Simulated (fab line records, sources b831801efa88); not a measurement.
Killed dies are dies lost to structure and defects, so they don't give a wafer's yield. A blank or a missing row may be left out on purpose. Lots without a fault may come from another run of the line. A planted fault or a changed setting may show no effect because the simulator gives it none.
A struck lot beside a sound one | flow sky130 | 15 steps out of a route of 708
Sound: wafers L947.4, L947.5, L947.6. Struck: wafers L942.4, L942.5, L942.6. The cause comes at the end.
At each step with rows: each side's tool, then ch and its chambers, then its first start. Under that, the readings that differ: sound wafers | struck wafers | difference of the means | sigmas: that difference in standard deviations of wafers without a fault.
alike: readings whose means differ by less than 2 such deviations, and words and numbers that are the same on both sides. not compared: withheld readings, readings that some wafer has no value for, bounds like >300 that may hide the same value, and numbers for which the record gives no deviation and whose values overlap.
The two part at a step that has a row with sigmas, a row that says differs or no value, or rows on one side only. Numbers that don't overlap but have no deviation are shown without sigmas and don't part them. A reading that every wafer of one side lacks parts them only if that side has two wafers or more.

SKY_FIELD_ISO_BOW_MEAS_00:
  sound on film_metro-01, day 4 18:05; struck on film_metro-03, day 3 17:04
  alike: INCOMING_BOW
then, 1 step without rows for these wafers: SKY_FIELD_ISO_OXIDATION_01 (stabilise 600 s, purge 300 s, target thk 12 nm).
SKY_FIELD_ISO_THK_MEAS_02:
  sound on film_metro-04, day 4 20:31; struck on film_metro-01, day 3 18:40
  alike: FIELD_ISO_OXIDATION_00_THK
then, 1 step without rows for these wafers: SKY_FIELD_ISO_CVD_03 (deposits Si3N4 from DCS/NH3, target thk 165 nm, time 2830 s).
SKY_FIELD_ISO_THK_MEAS_04:
  sound on film_metro-03, day 5 00:43; struck on film_metro-01, day 3 20:52
  alike: FIELD_ISO_CVD_03_THK
then, 7 steps without rows for these wafers: SKY_FIELD_ISO_DEHYDRATE_05 (time 60 s); SKY_FIELD_ISO_HMDS_06 (prime time 60 s); SKY_FIELD_ISO_COAT_07 (resist thk 60 nm); SKY_FIELD_ISO_COAT_08 (resist thk 450 nm); SKY_FIELD_ISO_SOFTBAKE_09 (time 90 s); SKY_FIELD_ISO_EXPOSE_10 (exposes mask FOM, target cd 150 nm); SKY_FIELD_ISO_PEB_11.
SKY_FIELD_ISO_DEVELOP_12: develop time 60 s.
  sound on litho_track-03 ch 0, day 5 18:00; struck on litho_track-04 ch 0, day 4 13:00
  reading              | sound             | struck            | difference | sigmas
  developer_temp_C (C) | 20.75 20.98 20.95 | 20.34 20.08 20.36 | -0.63      | -6
SKY_FIELD_ISO_CD_MEAS_13: target cd 150 nm.
  sound on cd_sem-02, day 5 18:57; struck on cd_sem-01, day 4 13:26
  alike: cd_nm
-- the record jumps here: 44 days lie between the struck wafers' starts before and after (it left off in module FIELD_ISO and takes up again in module PAD_OPEN, whose first step shown is number 708 of the route) --
SKY_PAD_OPEN_PROBE_99:
  sound on prober-01, day 49 16:52; struck on prober-02, day 48 14:15
  alike: killed_at_M0_to_M3, killed_at_M4_up, killed_at_contacts, killed_at_front_end, killed_at_other, killed_dies, killed_open, killed_short

WHERE THEY PART
Only at SKY_FIELD_ISO_DEVELOP_12, within this record. Later steps at which nothing parts them and some readings are alike: SKY_FIELD_ISO_CD_MEAS_13, SKY_PAD_OPEN_PROBE_99.

WHY: what the simulator had put in
Process parameter drift: litho_track-04, from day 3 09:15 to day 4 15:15, at SKY_FIELD_ISO_DEVELOP_12. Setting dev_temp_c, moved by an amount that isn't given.
